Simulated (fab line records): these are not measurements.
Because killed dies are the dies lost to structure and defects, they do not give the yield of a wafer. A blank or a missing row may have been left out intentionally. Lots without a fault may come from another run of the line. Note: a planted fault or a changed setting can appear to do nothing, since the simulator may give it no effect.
A sampling plan put to the test ; flow sky130 ; one fab line, 47 faults that these records tell of, each judged on the records of the lots that it struck; 2 more are left out, because the records don't allow judging them
What counts as the plan is the set of the line's own looks, namely the steps on the route at which a gauge or an inspection reads a wafer and does not change it. A look is open to judgement when struck wafers have a number at it and the file gives its usual mean and standard deviation on fault-free wafers. Caught: at a look after the fault's first step, the mean of the struck wafers lies 4 or more of those standard deviations (sigma) from the usual mean. On the tool: the identical test, applied to the tool's own readings at the steps of the fault. It also counts as caught if the struck wafers ran another recipe or if their record alone is blank.

## THE FAULTS, as the simulator had put them in
1. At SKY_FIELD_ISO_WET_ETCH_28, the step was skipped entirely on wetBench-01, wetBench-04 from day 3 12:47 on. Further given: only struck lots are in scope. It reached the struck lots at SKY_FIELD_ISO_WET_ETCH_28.
2. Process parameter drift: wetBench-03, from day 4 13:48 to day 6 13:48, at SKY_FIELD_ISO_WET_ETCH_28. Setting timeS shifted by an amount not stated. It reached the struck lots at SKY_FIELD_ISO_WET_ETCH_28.
3. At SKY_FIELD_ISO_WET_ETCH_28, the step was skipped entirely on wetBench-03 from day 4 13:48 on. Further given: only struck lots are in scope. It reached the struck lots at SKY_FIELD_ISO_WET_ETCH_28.
4. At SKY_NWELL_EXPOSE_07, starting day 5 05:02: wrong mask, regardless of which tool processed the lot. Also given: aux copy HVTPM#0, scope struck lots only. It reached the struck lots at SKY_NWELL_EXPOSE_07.
5. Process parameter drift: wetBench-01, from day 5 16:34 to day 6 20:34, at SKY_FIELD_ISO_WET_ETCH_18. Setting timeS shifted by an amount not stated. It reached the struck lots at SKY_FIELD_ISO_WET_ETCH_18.
6. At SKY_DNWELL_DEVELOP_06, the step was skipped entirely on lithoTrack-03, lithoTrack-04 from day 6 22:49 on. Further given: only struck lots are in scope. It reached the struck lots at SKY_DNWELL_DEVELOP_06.
7. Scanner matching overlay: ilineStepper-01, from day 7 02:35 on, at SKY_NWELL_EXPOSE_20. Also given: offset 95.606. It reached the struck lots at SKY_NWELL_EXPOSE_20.
8. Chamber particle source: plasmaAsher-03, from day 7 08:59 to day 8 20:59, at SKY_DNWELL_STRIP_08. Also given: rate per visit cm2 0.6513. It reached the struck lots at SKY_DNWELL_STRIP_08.
9. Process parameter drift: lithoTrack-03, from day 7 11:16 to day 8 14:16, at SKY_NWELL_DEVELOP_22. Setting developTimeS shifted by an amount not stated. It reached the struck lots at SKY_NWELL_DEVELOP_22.
10. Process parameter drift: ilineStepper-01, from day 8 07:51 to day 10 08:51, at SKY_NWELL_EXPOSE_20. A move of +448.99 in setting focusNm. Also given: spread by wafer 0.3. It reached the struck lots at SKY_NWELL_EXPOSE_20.
11. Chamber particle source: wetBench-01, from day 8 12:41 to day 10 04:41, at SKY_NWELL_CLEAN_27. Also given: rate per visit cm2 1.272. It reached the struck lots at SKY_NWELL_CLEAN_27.
12. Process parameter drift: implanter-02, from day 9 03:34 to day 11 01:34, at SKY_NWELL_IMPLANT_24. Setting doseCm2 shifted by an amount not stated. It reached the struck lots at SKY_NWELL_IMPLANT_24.
13. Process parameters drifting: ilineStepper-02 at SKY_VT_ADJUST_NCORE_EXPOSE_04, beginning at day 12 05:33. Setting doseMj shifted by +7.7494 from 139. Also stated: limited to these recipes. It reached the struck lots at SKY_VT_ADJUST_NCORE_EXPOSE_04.
14. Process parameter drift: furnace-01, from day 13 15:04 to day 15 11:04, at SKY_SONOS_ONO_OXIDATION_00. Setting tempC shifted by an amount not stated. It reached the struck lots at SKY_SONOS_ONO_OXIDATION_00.
15. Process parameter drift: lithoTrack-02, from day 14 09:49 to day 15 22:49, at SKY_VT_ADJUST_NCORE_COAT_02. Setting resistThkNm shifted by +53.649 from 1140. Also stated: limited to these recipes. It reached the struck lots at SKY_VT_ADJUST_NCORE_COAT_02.
16. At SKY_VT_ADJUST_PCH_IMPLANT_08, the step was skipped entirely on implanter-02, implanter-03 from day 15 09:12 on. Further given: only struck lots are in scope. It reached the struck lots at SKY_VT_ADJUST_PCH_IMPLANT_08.
17. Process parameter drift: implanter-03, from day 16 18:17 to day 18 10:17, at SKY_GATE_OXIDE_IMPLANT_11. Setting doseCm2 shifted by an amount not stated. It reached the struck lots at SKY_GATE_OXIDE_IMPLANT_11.
18. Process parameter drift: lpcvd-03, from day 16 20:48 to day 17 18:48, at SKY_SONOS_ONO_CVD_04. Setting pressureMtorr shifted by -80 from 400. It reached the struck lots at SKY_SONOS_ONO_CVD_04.
19. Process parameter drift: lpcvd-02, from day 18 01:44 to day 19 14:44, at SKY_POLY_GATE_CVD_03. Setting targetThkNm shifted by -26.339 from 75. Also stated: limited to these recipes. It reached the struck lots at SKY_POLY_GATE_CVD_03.
20. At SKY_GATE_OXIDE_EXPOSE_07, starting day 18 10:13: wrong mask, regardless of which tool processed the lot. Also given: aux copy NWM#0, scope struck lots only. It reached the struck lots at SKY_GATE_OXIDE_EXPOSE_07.
21. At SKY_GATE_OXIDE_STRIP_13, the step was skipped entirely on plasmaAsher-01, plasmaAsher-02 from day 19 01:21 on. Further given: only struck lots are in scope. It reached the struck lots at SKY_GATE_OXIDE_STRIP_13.
22. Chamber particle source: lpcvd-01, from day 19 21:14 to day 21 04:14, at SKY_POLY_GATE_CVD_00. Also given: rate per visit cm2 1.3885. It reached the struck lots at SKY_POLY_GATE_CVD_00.
23. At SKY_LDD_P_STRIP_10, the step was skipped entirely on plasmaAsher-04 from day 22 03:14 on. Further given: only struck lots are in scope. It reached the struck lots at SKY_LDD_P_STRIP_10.
24. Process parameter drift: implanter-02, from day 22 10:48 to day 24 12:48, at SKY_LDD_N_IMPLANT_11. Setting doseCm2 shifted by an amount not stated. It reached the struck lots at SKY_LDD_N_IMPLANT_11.
25. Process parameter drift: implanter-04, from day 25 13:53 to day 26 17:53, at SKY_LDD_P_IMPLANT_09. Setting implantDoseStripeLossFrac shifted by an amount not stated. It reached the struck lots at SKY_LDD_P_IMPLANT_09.
26. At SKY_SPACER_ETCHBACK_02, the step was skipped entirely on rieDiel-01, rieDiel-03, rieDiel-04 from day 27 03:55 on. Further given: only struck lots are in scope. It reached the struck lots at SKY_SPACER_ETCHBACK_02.
27. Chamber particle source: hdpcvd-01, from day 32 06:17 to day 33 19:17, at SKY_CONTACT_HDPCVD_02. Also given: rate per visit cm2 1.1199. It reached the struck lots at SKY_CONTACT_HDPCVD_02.
28. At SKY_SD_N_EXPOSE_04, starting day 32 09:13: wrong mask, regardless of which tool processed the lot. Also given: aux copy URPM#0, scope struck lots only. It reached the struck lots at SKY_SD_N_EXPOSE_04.
29. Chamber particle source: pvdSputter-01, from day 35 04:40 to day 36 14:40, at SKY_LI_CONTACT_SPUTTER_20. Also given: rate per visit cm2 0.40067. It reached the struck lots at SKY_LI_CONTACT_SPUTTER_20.
30. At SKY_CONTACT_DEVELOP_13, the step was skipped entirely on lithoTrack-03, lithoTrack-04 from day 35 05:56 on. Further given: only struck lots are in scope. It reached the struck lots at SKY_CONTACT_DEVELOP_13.
31. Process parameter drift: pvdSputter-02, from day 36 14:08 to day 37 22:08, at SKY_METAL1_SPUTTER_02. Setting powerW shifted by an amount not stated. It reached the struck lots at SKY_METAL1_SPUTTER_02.
32. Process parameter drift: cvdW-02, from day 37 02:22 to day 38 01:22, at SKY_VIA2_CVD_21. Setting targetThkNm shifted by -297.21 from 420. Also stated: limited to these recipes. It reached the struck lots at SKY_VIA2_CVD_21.
33. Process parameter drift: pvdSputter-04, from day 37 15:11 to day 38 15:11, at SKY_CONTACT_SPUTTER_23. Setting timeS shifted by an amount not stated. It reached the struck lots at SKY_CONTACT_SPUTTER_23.
34. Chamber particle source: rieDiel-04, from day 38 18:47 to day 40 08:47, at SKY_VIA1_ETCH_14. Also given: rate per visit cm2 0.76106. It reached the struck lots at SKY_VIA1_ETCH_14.
35. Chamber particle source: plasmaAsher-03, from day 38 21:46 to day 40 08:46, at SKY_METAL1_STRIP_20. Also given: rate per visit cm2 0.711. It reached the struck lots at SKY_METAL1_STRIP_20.
36. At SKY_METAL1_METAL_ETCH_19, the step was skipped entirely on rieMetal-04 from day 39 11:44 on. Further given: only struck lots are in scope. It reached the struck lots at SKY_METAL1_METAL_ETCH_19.
37. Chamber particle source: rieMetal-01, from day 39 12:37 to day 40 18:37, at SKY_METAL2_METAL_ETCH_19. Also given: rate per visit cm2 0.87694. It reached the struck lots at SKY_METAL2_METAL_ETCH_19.
38. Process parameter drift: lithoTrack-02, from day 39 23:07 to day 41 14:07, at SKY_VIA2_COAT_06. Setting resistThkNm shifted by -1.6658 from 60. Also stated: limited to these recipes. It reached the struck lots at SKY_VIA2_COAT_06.
39. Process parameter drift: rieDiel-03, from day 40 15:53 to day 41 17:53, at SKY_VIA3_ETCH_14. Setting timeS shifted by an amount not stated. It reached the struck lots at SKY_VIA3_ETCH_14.
40. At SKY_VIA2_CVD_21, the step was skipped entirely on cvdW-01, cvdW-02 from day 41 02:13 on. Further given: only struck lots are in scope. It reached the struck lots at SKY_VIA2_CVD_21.
41. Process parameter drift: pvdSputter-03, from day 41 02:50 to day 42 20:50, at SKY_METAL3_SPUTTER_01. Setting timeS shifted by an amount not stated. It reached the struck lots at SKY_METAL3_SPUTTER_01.
42. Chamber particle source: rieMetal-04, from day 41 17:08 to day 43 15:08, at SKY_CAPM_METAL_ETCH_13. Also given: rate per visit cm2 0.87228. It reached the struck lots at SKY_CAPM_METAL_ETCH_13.
43. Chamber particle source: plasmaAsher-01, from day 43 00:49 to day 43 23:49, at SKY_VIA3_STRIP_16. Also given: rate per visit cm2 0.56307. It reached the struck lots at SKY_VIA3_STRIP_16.
44. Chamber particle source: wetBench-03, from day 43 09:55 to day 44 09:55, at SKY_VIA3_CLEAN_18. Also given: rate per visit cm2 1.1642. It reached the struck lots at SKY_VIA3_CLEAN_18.
45. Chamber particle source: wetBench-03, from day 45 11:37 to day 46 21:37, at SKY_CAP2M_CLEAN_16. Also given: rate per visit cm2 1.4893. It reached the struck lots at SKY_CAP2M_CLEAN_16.
46. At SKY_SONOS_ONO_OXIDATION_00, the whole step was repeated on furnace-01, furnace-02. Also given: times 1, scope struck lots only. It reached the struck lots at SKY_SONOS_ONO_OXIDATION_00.
47. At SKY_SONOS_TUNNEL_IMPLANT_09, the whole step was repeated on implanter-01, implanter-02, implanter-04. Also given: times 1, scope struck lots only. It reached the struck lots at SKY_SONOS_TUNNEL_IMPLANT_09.

## WHAT THE PLAN SAW
fault;on the tool itself;first look that catches it;reading, sigma;median hours from its first step to that look;hours from the fault's start to the first struck lot there;judged looks passed uncaught
1;no reading that can be judged;no look after it can be judged;-;-;-;0
2;runLengthS +8.0 sigma;none of the 4 looks that can be judged after it;-;-;-;4
3;no reading that can be judged;no look after it can be judged;-;-;-;0
4;under 2 sigma;SKY_NWELL_TW_MEAS_15;NWELL_TW -93;10.1;10;0
5;runLengthS +41 sigma;none of the 2 looks that can be judged after it;-;-;-;2
6;the tool's record is blank for the struck wafers;SKY_DNWELL_TW_MEAS_09;DNWELL_TW -97;1.1;3;0
7;no reading that can be judged;SKY_NWELL_OVL_MEAS_23;NWELL_01_OVL +67;9.8;11;0
8;under 2 sigma;not the one look that can be judged after it;-;-;-;1
9;no reading that can be judged;none of the 2 looks that can be judged after it;-;-;-;2
10;under 2 sigma;none of the 7 looks that can be judged after it;-;-;-;7
11;under 2 sigma;no look after it can be judged;-;-;-;0
12;doseIonsCm2 +99 or beyond sigma;SKY_NWELL_TW_MEAS_26;NWELL_2_TW +63;0.2;6;0
13;exposureDoseMJCm2 +55 sigma;SKY_VT_ADJUST_NCORE_CD_MEAS_07;cdNm +6.5;12.8;32;0
14;spikeTcCentreC +6.8 sigma;SKY_SONOS_ONO_THK_MEAS_01;SONOS_ONO_OXIDATION_THK +4.8;1.4;18;0
15;under 2 sigma;no look after it can be judged;-;-;-;0
16;the tool's record is blank for the struck wafers;SKY_VT_ADJUST_PCH_TW_MEAS_10;VT_ADJUST_PCH_TW -86;0.2;3;0
17;doseIonsCm2 +99 or beyond sigma;SKY_GATE_OXIDE_TW_MEAS_14;GATE_OXIDE_TW +9.1;0.3;17;0
18;pressureMtorr -99 or beyond sigma;SKY_SONOS_ONO_THK_MEAS_05;SONOS_ONO_CVD_04_THK -5.1;1.3;5;0
19;under 2 sigma;SKY_POLY_GATE_THK_MEAS_04;POLY_GATE_CVD_03_THK -37;1.4;9;0
20;under 2 sigma;SKY_GATE_OXIDE_TW_MEAS_14;GATE_OXIDE_TW -91;15.7;23;0
21;the tool's record is blank for the struck wafers;no look after it can be judged;-;-;-;0
22;under 2 sigma;no look after it can be judged;-;-;-;0
23;the tool's record is blank for the struck wafers;SKY_LDD_HVN_TW_MEAS_10;LDD_HVN_TW -99 or beyond;29.9;37;0
24;doseIonsCm2 -99 or beyond sigma;not the one look that can be judged after it;strongest: LDD_N_TW at SKY_LDD_N_TW_MEAS_17, -3.2;-;-;1
25;no reading that can be judged;SKY_LDD_P_TW_MEAS_11;LDD_P_TW -8.0;0.2;6;0
26;the tool's record is blank for the struck wafers;no look after it can be judged;-;-;-;0
27;no reading that can be judged;not the one look that can be judged after it;-;-;-;1
28;no reading that can be judged;SKY_SD_N_TW_MEAS_12;SD_N_TW -99 or beyond;12.8;16;0
29;under 2 sigma;none of the 2 looks that can be judged after it;-;-;-;2
30;no reading that can be judged;no look after it can be judged;-;-;-;0
31;cathodeDcPowerW +99 or beyond sigma;none of the 3 looks that can be judged after it;strongest: METAL1_ALCU_RS at SKY_METAL1_RS_MEAS_05, -3.9;-;-;3
32;under 2 sigma;SKY_VIA2_RS_MEAS_22;VIA2_W_RS +99 or beyond;0.2;10;0
33;under 2 sigma;no look after it can be judged;-;-;-;0
34;under 2 sigma;no look after it can be judged;-;-;-;0
35;under 2 sigma;not the one look that can be judged after it;-;-;-;1
36;the tool's record is blank for the struck wafers;no look after it can be judged;-;-;-;0
37;under 2 sigma;not the one look that can be judged after it;-;-;-;1
38;under 2 sigma;no look after it can be judged;-;-;-;0
39;oesProductAu +31 sigma;no look after it can be judged;-;-;-;0
40;the tool's record is blank for the struck wafers;SKY_VIA2_RS_MEAS_22;VIA2_W_RS +99 or beyond;0.1;7;0
41;under 2 sigma;no look after it can be judged;-;-;-;0
42;under 2 sigma;not the one look that can be judged after it;-;-;-;1
43;under 2 sigma;not the one look that can be judged after it;-;-;-;1
44;no reading that can be judged;none of the 3 looks that can be judged after it;-;-;-;3
45;no reading that can be judged;not the one look that can be judged after it;-;-;-;1
46;no reading that can be judged;SKY_SONOS_ONO_THK_MEAS_01;SONOS_ONO_OXIDATION_THK +26;3.9;-;0
47;no reading that can be judged;SKY_SONOS_TUNNEL_TW_MEAS_12;SONOS_TUNNEL_TW +19;0.7;-;0
Dash: fault not caught, or number not given in these records.

Caught at a look: 18 of 47. Caught on the tool: 17 of 47. By one or the other: 26 of 47.
Faults 2, 5, 21, 24, 26, 31, 36, 39 were caught on the tool alone.
Caught at a look alone: faults 4, 7, 19, 20, 25, 28, 32, 46, 47.
Caught by neither: faults 1, 3, 8, 9, 10, 11, 15, 22, 27, 29, 30, 33, 34, 35, 37, 38, 41, 42, 43, 44, 45.

## THINNER SAMPLING
If the look that catches a fault measured only every second or every third lot, by lot number, the first struck lot would be measured this late in the worst case:
fault;struck lots at that look, in order of time;every lot;every second lot;every third lot
4;L986;10 h;may miss it;may miss it
6;L555, L556, L557;3 h;9 h;14 h
7;L859, L861, L862, L866;11 h;24 h;54 h
12;L785, L787, L788;6 h;26 h;may miss all 3
13;L515, L516, L517;32 h;39 h;48 h
14;L601, L604;18 h;43 h;may miss all 2
16;L232, L233;3 h;14 h;may miss all 2
17;L821, L822;17 h;24 h;may miss all 2
18;L590, L591;5 h;13 h;may miss all 2
19;L790, L791, L792;9 h;24 h;29 h
20;L395;23 h;may miss it;may miss it
23;L765, L766, L767;37 h;50 h;55 h
25;L152, L153;6 h;11 h;may miss all 2
28;L857;16 h;may miss it;may miss it
32;L188, L187;10 h;17 h;may miss all 2
40;L576, L577, L578;7 h;10 h;17 h
Hours: fault start to first struck lot measured. The limit of 4 sigma was tested on all struck wafers together, so one lot alone may lie under it. Other struck lots may not be in these records.

## THE LONGEST TIMED WAY FROM STEP TO LOOK
Fault 23: median gap of 29.9 hours between SKY_LDD_P_STRIP_10 and SKY_LDD_HVN_TW_MEAS_10. No look between them can be judged.
